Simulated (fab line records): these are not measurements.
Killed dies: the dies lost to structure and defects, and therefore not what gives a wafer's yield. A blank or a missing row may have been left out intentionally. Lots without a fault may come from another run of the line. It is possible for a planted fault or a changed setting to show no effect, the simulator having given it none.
Struck lot and sound lot, side by side / flow sky130 / 17 steps out of a route of 708
Sound: these wafers, L665.2, L665.4, L665.5. Struck: wafer L674.3 (left out: L674.6, a lot-mate that was not struck); the cause follows at the end.
Order at every step that has rows: each side's tool, ch and its chambers, its first start. Under that, the readings that differ: sound wafers / struck wafers / difference of the means / sigmas: that difference in standard deviations of wafers without a fault.
alike: words and numbers the same on both sides, and readings whose means are apart by under 2 such deviations; not compared: readings that were withheld, readings missing a value for some wafer, numbers with overlapping values and no deviation given by the record, and bounds like >300 which may hide the same value.
Wherever a step has rows on one side only, a row that says differs or no value, or a row with sigmas, the two part there. When numbers do not overlap yet have no deviation, they are printed without sigmas and do not part them. A reading that every wafer of one side lacks parts them only if that side has two wafers or more.

first, 2 steps without rows for these wafers: SKY_NWELL_IMPLANT_12; SKY_NWELL_IMPLANT_13.
SKY_NWELL_STRIP_14: strips in O2/N2.
  sound on plasmaAsher-02 ch 0,1, day 4 13:29; struck on plasmaAsher-04 ch 0, day 6 20:45
  alike: drypumpMotorCurrentA, oesProductAu, stripTimeToEndpointS
  not compared: rfHoursCounterH
SKY_NWELL_TW_MEAS_15:
  sound: filmMetro-03 at day 4 13:35; struck: filmMetro-03 at day 6 20:50
  alike: NWELL_TW
then, 7 steps without rows for these wafers: SKY_NWELL_DEHYDRATE_16 (time 60 s); SKY_NWELL_HMDS_17 (prime time 60 s); SKY_NWELL_COAT_18 (resist thk 3000 nm); SKY_NWELL_SOFTBAKE_19; SKY_NWELL_EXPOSE_20 (exposes mask NWM COMPLEMENT, target cd 840 nm); SKY_NWELL_PEB_21; SKY_NWELL_DEVELOP_22 (develop time 60 s).
SKY_NWELL_OVL_MEAS_23:
  sound: overlay-02 at day 5 08:02; struck: overlay-02 at day 7 16:28
reading=NWELL_01_OVL (nm); sound=2.7 3.2 3.0; struck=-0.5; difference=-3.5; sigmas=-2
SKY_NWELL_IMPLANT_24:
  sound on implanter-01 ch 0, day 5 08:05; struck on implanter-03 ch 0, day 7 16:32
reading=beamOnS (s); sound=9.97 9.70 10.19; struck=8.12; difference=-1.83; sigmas=-8
reading=faradayCurrentUA; sound=52.1 53.6 50.8; struck=63.9; difference=+11.7; sigmas=+11
SKY_NWELL_STRIP_25: strips in O2/N2.
  sound on plasmaAsher-03 ch 0,1, day 5 08:13; struck on plasmaAsher-04 ch 1, day 7 16:41
reading=drypumpMotorCurrentA (A); sound=6.5 6.5 6.3; struck=5.2; difference=-1.2; sigmas=-3
  alike: oesProductAu, stripTimeToEndpointS
  not compared: rfHoursCounterH
SKY_NWELL_TW_MEAS_26:
  sound: filmMetro-03 at day 5 08:19; struck: filmMetro-02 at day 7 16:46
reading=NWELL_2_TW; sound=493 489 487; struck=471; difference=-19; sigmas=-5
then, 1 step without rows for these wafers: SKY_NWELL_CLEAN_27 (cleans in SC1/SC2, time 150 s).
-- the record jumps here: 41 days lie between the struck wafers' starts before and after (it left off in module NWELL and takes up again in module PAD_OPEN, whose first step shown is number 708 of the route) --
SKY_PAD_OPEN_PROBE_99:
  sound: prober-02 at day 46 09:19; struck: prober-01 at day 48 09:23
reading=model.etest.pfet_16v.rOnOhmUm; sound=1.553e+04 1.494e+04 1.544e+04; struck=1.67e+04; difference=+1.40e+03; sigmas=
reading=model.etest.resIsoPwell.rsOhmSq; sound=3016 2801 3057; struck=3630; difference=+672; sigmas=
reading=model.etest.resPwellUnderGate.rsOhmSq; sound=2293 2297 2276; struck=2584; difference=+295; sigmas=
reading=model.etest.resIsoPwell.lineOhmUm; sound=1141 1060 1152; struck=1375; difference=+257; sigmas=
reading=model.etest.pfet_16v.driveUaUm; sound=240.8 245.2 240.2; struck=223.6; difference=-18.5; sigmas=
reading=model.etest.fieldN.vtV (V); sound=35.97 34.94 36.24; struck=32.79; difference=-2.93; sigmas=
reading=model.etest.nfet_05v0_nvt.vtSatV (V); sound=0.288 0.2932 0.2922; struck=0.2755; difference=-0.0156; sigmas=
reading=model.etest.nfet_05v0_nvt.bodyRiseV (V); sound=0.4052 0.402 0.4041; struck=0.3932; difference=-0.0106; sigmas=
  alike: killed_at_M0_to_M3, killed_at_M4_up, killedAtContacts, killedAtFrontEnd, killedAtOther, killedDies, killedOpen, killedShort

== WHERE THEY PART ==
Earliest at SKY_NWELL_OVL_MEAS_23; latest, in this record, at SKY_NWELL_TW_MEAS_26. Later steps at which nothing parts them and some readings are alike: SKY_PAD_OPEN_PROBE_99.

WHY: whatever the simulator had introduced
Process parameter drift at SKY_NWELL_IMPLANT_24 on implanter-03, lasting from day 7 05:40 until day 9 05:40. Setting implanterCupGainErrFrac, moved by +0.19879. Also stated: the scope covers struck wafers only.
